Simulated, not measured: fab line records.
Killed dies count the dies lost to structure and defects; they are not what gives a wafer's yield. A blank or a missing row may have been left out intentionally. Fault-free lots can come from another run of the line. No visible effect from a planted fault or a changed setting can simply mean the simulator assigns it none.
The same fault as seen by 2 desks | flow gf180mcu | what lay behind the numbers comes last; until then each desk has only its own

== DESK OF THE TOOL OWNER: pvd_sputter-02 ==
The tool's own readings at GF_CONTACT_SPUTTER_22 (material Ti, target thk 15 nm, time 80.02 s): means of the sampled wafers that have a number, for each lot that ran on this tool. If a lot's mean is further than 4 standard deviations from the usual mean, the lot is out of limits and carries the mark OUT (the distance appears in the brackets).
Columns: A = chamber_pressure_pa at GF_CONTACT_SPUTTER_22, usual 4.998 Pa; B = throttle_valve_pct at GF_CONTACT_SPUTTER_22, usual 30.2 %
lot  | first seen here | A               | B
L996 | day 16 19:16    | 5.006           | 29.3
L100 | day 18 04:43    | 4.999           | 28.9
L111 | day 22 08:30    | 5.676 (+68) OUT | 27.0
L112 | day 22 17:22    | 5.684 (+69) OUT | 27.1
This desk's verdict: out of limits on L111, L112, starting with L111 at day 22 08:30 (chamber_pressure_pa at GF_CONTACT_SPUTTER_22). L996, L100 stayed within limits.

== AT THE METROLOGY DESK ==
Means of the sampled wafers that have a number, per lot and without regard to the tool the lot ran on: this is what the gauges read. If a lot's mean is further than 4 standard deviations from the usual mean, the lot is out of limits and carries the mark OUT (the distance appears in the brackets).
Columns: A = CONTACT_CVD_02_THK at GF_CONTACT_THK_MEAS_03, usual 849 nm; B = M1_ALCU_RS at GF_M1_RS_MEAS_05, usual 0.0695 ohm/sq
lot  | first seen here | A   | B
L995 | day 15 15:27    | 838 | 0.0686
L996 | day 15 20:19    | 838 | 0.0693
L997 | day 16 06:32    | 853 | 0.0698
L999 | day 17 00:26    | 845 | 0.0680
L100 | day 17 04:20    | 854 | 0.0691
L102 | day 18 02:28    | 847 | 0.0698
L101 | day 18 03:18    | 852 | 0.0699
L106 | day 19 16:11    | 858 | 0.0703
L111 | day 21 07:18    | 852 | 0.0690
L112 | day 21 16:34    | 845 | 0.0679
L113 | day 22 04:34    | 859 | 0.0692
L114 | day 22 07:14    | 860 | 0.0697
L116 | day 22 20:58    | 862 | 0.0690
L117 | day 23 04:05    | 857 | 0.0706
Finding of this desk: none of the 14 lots has anything out of limits.

== ALL TOGETHER ==
An alarm could have come from the tool owner's desk at day 22 08:30, on L111, L112.
The metrology desk saw nothing out of limits.
The metrology desk holds a record of L111, L112, inside its limits.
GF_CONTACT_SPUTTER_22 was run on pvd_sputter-02 by each of the lots named.

== WHAT THE SIMULATOR PUT IN ==
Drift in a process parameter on pvd_sputter-02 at GF_CONTACT_SPUTTER_22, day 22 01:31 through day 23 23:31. A move of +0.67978 in setting chamber_pressure_pa, from 5. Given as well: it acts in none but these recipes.
Struck lots among those shown: L111, L112.
Time in hours from fault onset to the first out-of-limits reading at each desk: the tool owner's desk, 7.
